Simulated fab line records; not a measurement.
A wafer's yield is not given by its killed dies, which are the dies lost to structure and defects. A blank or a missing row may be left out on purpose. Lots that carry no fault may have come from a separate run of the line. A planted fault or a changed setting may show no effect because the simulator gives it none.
Problem report, 8D (eight disciplines) form, completed by code ; flow sky130 ; the parts of the form that need people (team, actions taken, sign-off) are left out

## 1. THE ISSUE
Wafers without a fault read 15, standard deviation 4.1; killed at front end at SKY_PAD_OPEN_PROBE_99 reads a mean of 51 on 6 wafers belonging to 2 lots. Measured from the usual mean, that is +8.8 standard deviations.
First observed at day 48 07:02: wafer L716.1, on prober-02. At this step, 39 wafers from 13 lots have a number in the record. Rule for "out", or "out of limits": more than 4 standard deviations from the usual mean. The rest of the wafers with a number are treated as sound.

## 2. WHAT IT IS, WHAT IT ISN'T
question;is;is not
which readings at this step;killed at front end;killed at contacts, killed at other
which lots;L716, L717;L706, L708, L709, L710, L712, L713, L715, L720, L722, L727, L728
which wafers of those lots;all that have a number;-
read on which tools;prober-02;prober-01
when;from day 48 07:02;"up to then (21 sound wafers); but 12 sound wafers of L720, L722, L727, L728 came after"

## 3. SUSPECTS, AND WHAT RULES EACH OUT
Counting: any tool at a process step up to the reading is kept as a suspect provided that every lot that is out went through it and no sound lot did after the first of them.
- wet bench-01 at SKY_GATE_OXIDE_WET_ETCH_12 (etches SiO2 in dHF, target depth 16.8 nm, time 336 s): kept. It ran every lot that is out, first L716 (day 17 12:49), and no sound lot after that; its last sound lot up to then is L715 (day 17 01:43).
- rie metal-01 at SKY_METAL5_METAL_ETCH_15 (etches the open film in Cl2/BCl3, stops on SiO2, target depth 1260 nm, time 252 s): kept. It ran every lot that is out, first L716 (day 46 10:30), and no sound lot after that; its last sound lot up to then is L713 (day 46 00:03).
- prober-02 at SKY_PAD_OPEN_PROBE_99: ruled out as a lasting fault. The sound lots L720, L722, L728 went through it after L716, its earliest lot that is out (day 48 07:02).
Remaining after the count are wet bench-01 at SKY_GATE_OXIDE_WET_ETCH_12 and rie metal-01 at SKY_METAL5_METAL_ETCH_15.

## 4. THE CAUSE (what the simulator had put in)
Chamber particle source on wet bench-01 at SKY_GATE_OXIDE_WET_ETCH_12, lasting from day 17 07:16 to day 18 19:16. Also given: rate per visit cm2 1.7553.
Of the 2 suspects that counting leaves, this tool is one.

## 5. THE EFFECT CHAIN, in route order
Rows list readings where the struck wafers' mean (over those with a number) sits beyond 3 standard deviations from the usual. Only readings whose record carries a usual standard deviation are examined. hours: median over the lots of the time between each lot's start at the first step of this table that gives one and its start at this step. sigmas: the change, counted in usual standard deviations.
hours;step;reading;usual;on struck wafers;change;sigmas
0;SKY_PAD_OPEN_PROBE_99;killed at front end;15;51;+36;+8.8
Here are the process steps it includes:
- SKY_PAD_OPEN_PROBE_99

## 6. HOW IT WOULD HAVE BEEN CAUGHT EARLIER
In this record the first reading out of limits was taken at day 48 07:02, 744 hours after the fault began at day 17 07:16.
Each of the lots that are out, 2 in all, had begun SKY_GATE_OXIDE_WET_ETCH_12 on wet bench-01 no later than day 48 07:02. None of them would have been spared by holding the tool at that moment.
